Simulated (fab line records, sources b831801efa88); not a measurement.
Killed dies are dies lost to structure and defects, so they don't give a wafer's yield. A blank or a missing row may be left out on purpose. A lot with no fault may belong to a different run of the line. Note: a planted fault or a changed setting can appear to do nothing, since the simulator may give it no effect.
What tool caused it?	flow sky130	11 lots (33 wafers sampled), 1 step of a 708-step route

== WHAT EACH GAUGE READ, for each wafer ==
SKY_VT_ADJUST_LVTN_OVL_MEAS_07. Usual: VT_ADJUST_LVTN_OVL -0.9 nm, standard deviation 1.3.
lot	measured	on	VT_ADJUST_LVTN_OVL (nm)	flag
L175	day 7 04:02	overlay-02	-2.1 -1.2 -1.3	
L176	day 7 13:19	overlay-02	-0.5 -1.7 -1.2	
L177	day 7 22:23	overlay-02	-1.0 -1.4 -1.8	
L178	day 8 02:53	overlay-01	-1.1 0.2 -0.2	
L179	day 8 14:43	overlay-02	1.6 -1.2 1.6	
L182	day 9 01:36	overlay-01	-0.7 1.0 -0.9	
L183	day 9 11:31	overlay-02	-1.8 -1.1 -2.1	
L192	day 11 23:58	overlay-02	0.0 0.6 0.2	
L193	day 12 07:14	overlay-02	0.0 -0.9 -0.2	
L196	day 12 21:20	overlay-01	-1.9 -2.0 -2.6	
L197	day 13 04:48	overlay-02	-1.2 -0.3 -0.5	

== EACH LOT AND THE TOOL THAT RAN IT (in order: tool; ch and the chambers of the sampled wafers; start) ==
Before these readings, the record contains no process step.

== WHAT THE TOOLS THEMSELVES READ (means of the sampled wafers that have a number; where no wafer has one, the mark that the record gives instead) ==
The record holds no such reading with a usual standard deviation.

== THE ANSWER, worked out from the rows above alone ==
Rule: lot off if the mean of its wafers having a number is beyond 3 standard deviations from the usual mean. A lot without any number at a reading at which 4 lots or more have one is off too. All remaining lots with rows at the step are treated as sound. First the gauges in route order, then the tools' own readings, where a lot's mean is used as printed above. At the first step where some lot is off, the reading lying furthest off is the one used; lots without a number count as furthest.
Nothing can be told from this: no lot is off at any reading shown.

== WHAT THE SIMULATOR PUT IN ==
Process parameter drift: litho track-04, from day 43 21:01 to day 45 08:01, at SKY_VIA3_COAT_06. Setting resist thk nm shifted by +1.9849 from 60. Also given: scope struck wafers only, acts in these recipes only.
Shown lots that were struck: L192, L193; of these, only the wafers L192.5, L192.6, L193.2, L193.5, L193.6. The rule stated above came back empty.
